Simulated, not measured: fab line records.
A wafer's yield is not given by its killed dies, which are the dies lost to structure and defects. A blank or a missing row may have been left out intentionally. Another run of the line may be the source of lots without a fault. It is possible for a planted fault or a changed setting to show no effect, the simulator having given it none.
The same fault as seen by 2 desks || flow sky130 || each desk has only its own numbers; what lay behind them comes last

== THE TOOL OWNER'S DESK: rie si-01 ==
The tool's own readings at SKY_POLY_GATE_ETCH_17 (etches poly-Si in HBr/Cl2, stops on SiO2, target depth 180 nm, time 70.5 s): means of the sampled wafers that have a number, for each lot that ran on this tool. If a lot's mean is further than 4 standard deviations from the usual mean, the lot is out of limits and carries the mark OUT (the distance appears in the brackets).
Columns: A = drypump motor current A at SKY_POLY_GATE_ETCH_17, usual 5.7 A; B = oes product au at SKY_POLY_GATE_ETCH_17, usual 0.985 a.u.; C = rf fwd power W at SKY_POLY_GATE_ETCH_17, usual 397.1 W; D = run length s at SKY_POLY_GATE_ETCH_17, usual 98.8 s; E = throttle valve pct at SKY_POLY_GATE_ETCH_17, usual 33.684 %
{"lot": "L643", "first seen here": "day 16 19:37", "A": 5.8, "B": 0.983, "C": 398.1, "D": 98.8, "E": 33.678}
{"lot": "L645", "first seen here": "day 17 10:29", "A": 5.8, "B": 0.977, "C": 397.0, "D": 98.7, "E": 33.682}
{"lot": "L646", "first seen here": "day 17 21:43", "A": 5.8, "B": 0.983, "C": 398.1, "D": 98.7, "E": 33.691}
{"lot": "L647", "first seen here": "day 18 05:55", "A": 5.8, "B": 0.982, "C": 397.8, "D": 98.5, "E": 33.683}
{"lot": "L648", "first seen here": "day 18 11:11", "A": 5.7, "B": 0.978, "C": 398.3, "D": 98.9, "E": 33.695}
{"lot": "L649", "first seen here": "day 18 13:28", "A": 5.6, "B": 0.983, "C": 397.4, "D": 98.8, "E": 33.688}
{"lot": "L650", "first seen here": "day 19 07:01", "A": 5.7, "B": 0.970, "C": 397.7, "D": "101.4 (+4.8) OUT", "E": 33.691}
{"lot": "L651", "first seen here": "day 19 12:34", "A": 5.8, "B": 0.970, "C": 397.9, "D": "101.0 (+4.2) OUT", "E": 33.684}
{"lot": "L662", "first seen here": "day 23 22:58", "A": 5.9, "B": 0.991, "C": 397.6, "D": 99.1, "E": 33.681}
{"lot": "L664", "first seen here": "day 25 05:41", "A": 5.6, "B": 0.987, "C": 398.3, "D": 98.8, "E": 33.682}
This desk finds L650, L651 out of limits, L650 being first, at day 19 07:01 (run length s at SKY_POLY_GATE_ETCH_17). L643, L645, L646, L647, L648, L649, L662, L664: within limits.

== THE METROLOGY DESK ==
What the gauges read for every lot (on any tool): the sampled wafers with a number, averaged. If a lot's mean is further than 4 standard deviations from the usual mean, the lot is out of limits and carries the mark OUT (the distance appears in the brackets).
Columns: A = GATE_OXIDE_OXIDATION_00_THK at SKY_GATE_OXIDE_THK_MEAS_02, usual 10.21 nm; B = POLY_GATE_OVL at SKY_POLY_GATE_OVL_MEAS_14, usual 1 nm; C = LDD_N_OVL at SKY_LDD_N_OVL_MEAS_07, usual 0.1 nm
{"lot": "L643", "first seen here": "day 13 02:28", "A": 9.90, "B": 0, "C": -0.5}
{"lot": "L645", "first seen here": "day 13 18:00", "A": 9.95, "B": 1, "C": 1.6}
{"lot": "L646", "first seen here": "day 14 04:23", "A": 10.51, "B": 1, "C": -0.8}
{"lot": "L647", "first seen here": "day 14 10:46", "A": 10.09, "B": 4, "C": -0.4}
{"lot": "L648", "first seen here": "day 14 16:05", "A": 10.25, "B": 8, "C": -1.0}
{"lot": "L649", "first seen here": "day 14 19:01", "A": 10.30, "B": 2, "C": 0.6}
{"lot": "L650", "first seen here": "day 15 06:05", "A": 10.20, "B": 2, "C": -0.0}
{"lot": "L651", "first seen here": "day 15 15:45", "A": 10.37, "B": -6, "C": 1.3}
{"lot": "L660", "first seen here": "day 18 22:46", "A": 10.48, "B": 2, "C": 0.6}
{"lot": "L662", "first seen here": "day 19 22:37", "A": 10.11, "B": -1, "C": -1.5}
{"lot": "L663", "first seen here": "day 19 23:31", "A": 10.26, "B": -0, "C": 0.5}
{"lot": "L664", "first seen here": "day 20 10:32", "A": 10.26, "B": -0, "C": 1.8}
{"lot": "L665", "first seen here": "day 20 13:19", "A": 10.23, "B": -2, "C": -1.4}
Result from this desk: across the 13 lots, nothing is out of limits.

== ALL TOGETHER ==
The tool owner's desk had the chance to raise an alarm at day 19 07:01 on L650, L651.
Nothing out of limits was seen by the metrology desk.
The metrology desk has L650, L651 on record, within its limits.
Every lot named ran SKY_POLY_GATE_ETCH_17 on rie si-01.

== WHAT THE SIMULATOR HAD INSERTED ==
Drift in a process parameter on rie si-01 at SKY_POLY_GATE_ETCH_17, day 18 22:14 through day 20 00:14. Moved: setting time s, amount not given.
Lots struck among those shown: L650, L651.
Each desk's first reading out of limits, in hours after the fault started: the tool owner's desk, 9.
